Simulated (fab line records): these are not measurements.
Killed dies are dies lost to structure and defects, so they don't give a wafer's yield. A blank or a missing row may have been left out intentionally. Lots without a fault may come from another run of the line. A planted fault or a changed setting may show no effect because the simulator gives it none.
Comparing a struck lot with a sound one | flow sfqLine | 20 out of 325 route steps
Sound: wafers L738.2, L738.4, L738.5. Struck: wafers L753.1, L753.3, L753.6. The cause comes at the end.
At each step with rows: each side's tool, then ch and its chambers, then its first start. Under that, the readings that differ: sound wafers | struck wafers | difference of the means | sigmas: that difference in standard deviations of wafers without a fault.
alike: readings whose means differ by less than 2 such deviations, and words and numbers that are the same on both sides. not compared: withheld readings, readings that some wafer has no value for, bounds like >300 that may hide the same value, and numbers for which the record gives no deviation and whose values overlap.
Wherever a step has rows on one side only, a row that says differs or no value, or a row with sigmas, the two part there. When numbers do not overlap yet have no deviation, they are printed without sigmas and do not part them. A reading that every wafer of one side lacks parts them only if that side has two wafers or more.

first, 3 steps without rows for these wafers: SFQ_TRILAYER_I2_VIA_LITHO_EXPOSE_068 (exposes mask I2, target cd 500 nm); SFQ_TRILAYER_I2_VIA_LITHO_PEB_070 (peb time 60 s); SFQ_TRILAYER_I2_VIA_LITHO_DEVELOP_069 (time 60 s).
SFQ_I2_OVL_MEAS_918:
  sound on overlay-01 at day 26 19:48; struck on overlay-02 at day 34 03:20
  alike: I2_OVL
SFQ_TRILAYER_I2_VIA_BARC_OPEN_VIA_ETCH_096: etches BARC in O2, target depth 125 nm, time 41.7 s.
  sound on rieDiel-04 ch 1,2,3, day 26 19:50; struck on rieDiel-02 ch 0,3, day 34 03:22
  alike: drypumpMotorCurrentA, oesProductAu
  not compared: rfHoursCounterH
SFQ_TRILAYER_I2_VIA_ETCH_VIA_ETCH_070: etches SiO2 in CHF3, stops on Nb, target depth 260 nm.
  sound on rieDiel-04 ch 1,2,3, day 26 19:52; struck on rieDiel-02 ch 0,3, day 34 03:25
  alike: drypumpMotorCurrentA, oesProductAu
SFQ_TRILAYER_I2_VIA_STRIP_STRIP_071: strips in O2.
  sound on rieMetal-02 ch 0,1, day 26 19:59; struck on rieMetal-04 ch 0,1, day 34 03:31
  alike: drypumpMotorCurrentA, oesProductAu
  not compared: rfHoursCounterH
then, 2 steps without rows for these wafers: SFQ_TRILAYER_I2_VIA_STRIP_SOLV_CLEAN_072 (cleans in NMP, time 600 s); SFQ_TRILAYER_M3_DEP_PRE_CLEAN_074 (time 22.5 s).
SFQ_TRILAYER_M3_DEP_SPUTTER_073: material Nb, target thk 200 nm, time 133.3 s.
  sound on pvdSputter-05 at day 26 20:47; struck on pvdSputter-06 at day 34 04:20
  alike: resputterCathodeVoltageV, throttleValvePct
SFQ_M3_RS_MEAS_919: measures by four-point-probe.
  sound on filmMetro-01 at day 26 20:53; struck on filmMetro-02 at day 34 04:26
  alike: M3_NB_RS
SFQ_TRILAYER_M3_LITHO_COAT_080: resist thk 62 nm.
  sound on lithoTrack-02 ch 0, day 26 21:06; struck on lithoTrack-04 ch 0, day 34 04:37
reading                                             | sound             | struck            | difference | sigmas
model.BARC_of_TRILAYER_M3_LITHO_COAT_080.thkNm (nm) | 61.94 61.77 61.78 | 60.22 60.25 60.06 | -1.65      | 
then, 5 steps without rows for these wafers: SFQ_TRILAYER_M3_LITHO_COAT_075 (resist thk 600 nm); SFQ_TRILAYER_M3_LITHO_SOFTBAKE_079; SFQ_TRILAYER_M3_LITHO_EXPOSE_076 (exposes mask M3, target cd 500 nm); SFQ_TRILAYER_M3_LITHO_PEB_078 (peb time 60 s); SFQ_TRILAYER_M3_LITHO_DEVELOP_077 (time 60 s).
-- the record jumps here: 2 days lie between the struck wafers' starts before and after --
SFQ_M3_OVL_MEAS_921:
  sound on overlay-01 at day 29 14:13; struck on overlay-02 at day 36 12:38
reading     | sound     | struck | difference | sigmas
M3_OVL (nm) | -12 -6 -6 | 1 6 9  | +13        | +2
SFQ_TRILAYER_M3_BARC_OPEN_METAL_ETCH_100: etches BARC in O2, target depth 125 nm, time 41.7 s.
  sound on rieMetal-04 ch 1, day 29 14:15; struck on rieMetal-02 ch 1, day 36 12:40
reading                  | sound             | struck            | difference | sigmas
drypumpMotorCurrentA (A) | 5.4 5.4 5.4       | 6.2 6.2 6.3       | +0.8       | +3
model.etch.depthNm (nm)  | 61.94 61.77 61.78 | 60.22 60.25 60.06 | -1.65      | 
  alike: oesProductAu
  not compared: rfHoursCounterH
SFQ_TRILAYER_M3_ETCH_METAL_ETCH_078: etches Nb in Cl2/Ar, stops on SiO2, target depth 240 nm, time 120 s.
  sound on rieMetal-04 ch 1, day 29 14:19; struck on rieMetal-02 ch 1, day 36 12:44
reading                  | sound       | struck      | difference | sigmas
drypumpMotorCurrentA (A) | 5.4 5.4 5.4 | 6.3 6.2 6.2 | +0.8       | +2
  alike: oesProductAu
  not compared: rfHoursCounterH

WHERE THEY PART
Last at SFQ_TRILAYER_M3_ETCH_METAL_ETCH_078 as far as this record goes, first at SFQ_M3_OVL_MEAS_921.

WHY: what had been put in by the simulator
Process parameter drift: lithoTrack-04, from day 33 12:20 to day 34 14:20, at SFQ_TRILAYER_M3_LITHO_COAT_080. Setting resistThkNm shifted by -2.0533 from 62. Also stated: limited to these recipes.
